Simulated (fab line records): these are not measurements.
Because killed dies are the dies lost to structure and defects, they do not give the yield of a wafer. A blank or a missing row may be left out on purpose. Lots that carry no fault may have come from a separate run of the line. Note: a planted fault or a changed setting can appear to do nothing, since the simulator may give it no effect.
Comparing a struck lot with a sound one | flow gf180mcu | 16 steps out of a route of 602
Sound: the wafers L183.2, L183.4, L183.6. Wafers L196.1, L196.5, L196.6 were the ones struck. Last of all comes the cause.
Per side, at each step with rows, come the tool, then ch with its chambers, and then its first start. Under that, the readings that differ: sound wafers | struck wafers | difference of the means | sigmas: that difference in standard deviations of wafers without a fault.
alike: readings whose means differ by less than 2 such deviations, and words and numbers that are the same on both sides. not compared: withheld readings, readings that some wafer has no value for, bounds like >300 that may hide the same value, and numbers for which the record gives no deviation and whose values overlap.
Wherever a step has rows on one side only, a row that says differs or no value, or a row with sigmas, the two part there. Numbers that don't overlap but have no deviation are shown without sigmas and don't part them. A reading that every wafer of one side lacks parts them only if that side has two wafers or more.

GF_V5_BOW_MEAS_05:
  sound on film metro-03 at day 28 01:34; struck on film metro-03 at day 31 13:36
  alike: V5_BOW
then, 8 steps without rows for these wafers: GF_V5_DEHYDRATE_06 (time 60 s); GF_V5_HMDS_07 (prime time 60 s); GF_V5_COAT_08; GF_V5_COAT_09 (resist thk 1000 nm); GF_V5_SOFTBAKE_10 (time 60 s); GF_V5_EXPOSE_11 (exposes mask Via5, target cd 260 nm); GF_V5_PEB_12 (peb time 90 s); GF_V5_DEVELOP_13 (develop time 60 s).
GF_V5_CD_MEAS_14: the cd target is 260 nm.
  sound on cd sem-01 at day 28 20:26; struck on cd sem-01 at day 32 06:55
  alike: cd nm
GF_V5_OVL_MEAS_15:
  sound on overlay-02 at day 28 20:32; struck on overlay-02 at day 32 07:02
  alike: V5_OVL
GF_V5_ETCH_16: etches BARC in N2/H2.
  sound on rie diel-01 ch 0,1,3, day 28 20:34; struck on rie diel-02 ch 0,3, day 32 07:05
  alike: bias w, chamber pressure mTorr, drypump motor current A, oes product au, throttle valve pct
GF_V5_ETCH_17: etches SiO2 in C4F8/O2/Ar, stops on TiN, target depth 855 nm.
  sound on rie diel-01 ch 0,1,3, day 28 20:00; struck on rie diel-02 ch 0,3, day 32 07:00
  no value came back on the struck wafers for bias w (W), chamber pressure mTorr (mTorr), oes product au (a.u.); on the sound wafers bias w (W) reads 1192 1205 1196
GF_V5_STRIP_18: strips in O2/N2.
  sound on plasma asher-03 ch 0, day 28 20:44; struck on plasma asher-02 ch 0,1, day 32 07:14
  reading               | sound             | struck            | difference | sigmas
  oes product au (a.u.) | 0.567 0.572 0.571 | 0.669 0.666 0.671 | +0.099     | +19
  alike: chamber pressure mTorr, drypump motor current A, heater power w
  not compared: rf hours counter h
then, 1 step without rows for these wafers: GF_V5_STRIP_19 (strips in post etch residue remover, time 1200 s).
GF_PASSIVATION_PROBE_99:
  rows exist in the record for the struck wafers here (prober-02, day 33 19:04), but not for the sound ones

WHERE THEY PART
Last at GF_PASSIVATION_PROBE_99 as far as this record goes, first at GF_V5_ETCH_17.

WHY: what the simulator had put in
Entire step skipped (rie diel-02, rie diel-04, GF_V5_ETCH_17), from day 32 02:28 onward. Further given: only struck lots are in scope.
